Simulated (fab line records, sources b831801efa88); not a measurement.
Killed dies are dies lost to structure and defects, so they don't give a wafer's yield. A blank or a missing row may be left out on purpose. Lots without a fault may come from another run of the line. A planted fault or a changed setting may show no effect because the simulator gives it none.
Which tool did it? | flow sky130 | 10 lots, 30 wafers sampled, at 1 step of a route of 708

WHAT THE GAUGES READ, wafer by wafer
SKY_METAL2_THK_MEAS_06: measures by xrf.
lot  | measured     | on            | METAL2_ALCU_THK (nm)
L212 | day 35 06:39 | film_metro-03 | 243.6 243.3 246.4
L214 | day 36 16:49 | film_metro-02 | 242.3 248.1 247.2
L215 | day 36 23:19 | film_metro-04 | 242.7 241.5 243.8
L216 | day 37 05:11 | film_metro-03 | 239.8 245.4 242.3
L218 | day 37 19:38 | film_metro-02 | 240.8 247.2 239.9
L223 | day 39 11:50 | film_metro-03 | 239.9 241.5 239.3
L230 | day 41 19:43 | film_metro-02 | 246.1 244.5 245.6
L232 | day 42 10:26 | film_metro-03 | 242.7 239.7 245.8
L233 | day 42 15:41 | film_metro-04 | 244.6 247.2 246.1
L234 | day 42 20:08 | film_metro-02 | 247.8 245.3 246.9

WHICH TOOL RAN EACH LOT (tool, then ch and the chambers of the sampled wafers, then the start)
The record holds no process step before these readings.

THE ANSWER, worked out from the rows above alone
Rule: what is usual is taken from the lots themselves. Put in order of their means at a reading, lots are off if they are a third of the lots or fewer, leave a main group of 4 or more, and stand apart from it by a gap of 3 or more times the standard deviation of the main group's means; of several such gaps the widest counts. A main group whose means are all the same, to the digits that the tables above print for the reading, isn't used. A lot without any number at a reading at which 4 lots or more have one is off too. The other lots that the step has rows for count as sound.
No lot is off at any reading shown: from this, nothing can be told.

WHAT THE SIMULATOR HAD PUT IN
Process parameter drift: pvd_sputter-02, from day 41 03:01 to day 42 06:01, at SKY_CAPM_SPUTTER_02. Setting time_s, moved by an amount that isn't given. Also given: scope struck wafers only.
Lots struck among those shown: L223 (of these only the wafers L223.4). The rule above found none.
